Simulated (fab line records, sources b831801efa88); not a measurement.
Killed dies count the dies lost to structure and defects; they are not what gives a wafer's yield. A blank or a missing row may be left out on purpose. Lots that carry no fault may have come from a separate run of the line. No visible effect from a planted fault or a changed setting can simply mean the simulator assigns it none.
Matching of chambers || flow gf180mcu || cmp-01 running GF_V2_CMP_04: 4 sister chambers
The step polishes SiO2. 8 wafers are shown with their chamber, then 12 later ones without.

WAFERS, EACH WITH ITS CHAMBER
{"wafer": "L083.3", "chamber": 0, "motor_current_A (A)": 11.8, "time_to_endpoint_s (s)": 94}
{"wafer": "L084.1", "chamber": 1, "motor_current_A (A)": 11.8, "time_to_endpoint_s (s)": 80}
{"wafer": "L086.4", "chamber": 3, "motor_current_A (A)": 13.3, "time_to_endpoint_s (s)": 91}
{"wafer": "L086.5", "chamber": 2, "motor_current_A (A)": 12.4, "time_to_endpoint_s (s)": 91}
{"wafer": "L086.6", "chamber": 1, "motor_current_A (A)": 12.3, "time_to_endpoint_s (s)": 87}
{"wafer": "L085.4", "chamber": 0, "motor_current_A (A)": 11.4, "time_to_endpoint_s (s)": 89}
{"wafer": "L085.5", "chamber": 2, "motor_current_A (A)": 12.1, "time_to_endpoint_s (s)": 91}
{"wafer": "L085.6", "chamber": 3, "motor_current_A (A)": 12.8, "time_to_endpoint_s (s)": 87}

WAFERS WHOSE CHAMBER IS MISSING
{"wafer": "L089.1", "motor_current_A (A)": 12.2, "time_to_endpoint_s (s)": 89}
{"wafer": "L089.2", "motor_current_A (A)": 11.9, "time_to_endpoint_s (s)": 86}
{"wafer": "L089.3", "motor_current_A (A)": 12.4, "time_to_endpoint_s (s)": 84}
{"wafer": "L090.3", "motor_current_A (A)": 12.8, "time_to_endpoint_s (s)": 77}
{"wafer": "L090.4", "motor_current_A (A)": 12.5, "time_to_endpoint_s (s)": 88}
{"wafer": "L090.6", "motor_current_A (A)": 12.2, "time_to_endpoint_s (s)": 83}
{"wafer": "L096.2", "motor_current_A (A)": 12.5, "time_to_endpoint_s (s)": 82}
{"wafer": "L096.3", "motor_current_A (A)": 12.5, "time_to_endpoint_s (s)": 82}
{"wafer": "L096.5", "motor_current_A (A)": 12.9, "time_to_endpoint_s (s)": 86}
{"wafer": "L097.3", "motor_current_A (A)": 12.3, "time_to_endpoint_s (s)": 86}
{"wafer": "L097.5", "motor_current_A (A)": 12.1, "time_to_endpoint_s (s)": 85}
{"wafer": "L097.6", "motor_current_A (A)": 13.3, "time_to_endpoint_s (s)": 79}

WHICH CHAMBER EACH ONE RAN IN
{"wafer": "L089.1", "from the rows above": "can't be placed: 2 or 1 or 0", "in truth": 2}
{"wafer": "L089.2", "from the rows above": "can't be placed: 1 or 2 or 0", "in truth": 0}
{"wafer": "L089.3", "from the rows above": "can't be placed: 1 or 2 or 3", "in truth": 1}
{"wafer": "L090.3", "from the rows above": "can't be placed: 1 or 3 or 2", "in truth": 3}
{"wafer": "L090.4", "from the rows above": "can't be placed: 2 or 3 or 1 or 0", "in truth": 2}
{"wafer": "L090.6", "from the rows above": "can't be placed: 1 or 2", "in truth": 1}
{"wafer": "L096.2", "from the rows above": "can't be placed: 1 or 3 or 2", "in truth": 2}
{"wafer": "L096.3", "from the rows above": "can't be placed: 1 or 3 or 2", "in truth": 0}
{"wafer": "L096.5", "from the rows above": "can't be placed: 3 or 2 or 1", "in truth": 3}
{"wafer": "L097.3", "from the rows above": "can't be placed: 1 or 2 or 3 or 0", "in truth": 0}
{"wafer": "L097.5", "from the rows above": "can't be placed: 1 or 2", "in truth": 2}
{"wafer": "L097.6", "from the rows above": "can't be placed: 3 or 1 or 2", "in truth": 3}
Correctly placed: 0 of 12. Unplaceable from these rows: 12, with the true chamber sitting among the candidates in 11. Number placed wrongly: 0.
How it was worked out, from the rows above alone: a wafer's distance from a chamber is the root of the sum, over the readings, of the square of ((its reading less the chamber's mean) divided by the reading's scatter). If the next closest chamber is less than 2 further off than the closest, the wafer can't be placed; otherwise it belongs to the closest. A chamber's mean is the mean of its shown wafers. How the scatter is found: for the shown wafers, subtract from each reading the mean of its chamber, square and add these, divide the total by (wafers less chambers), then take the root.
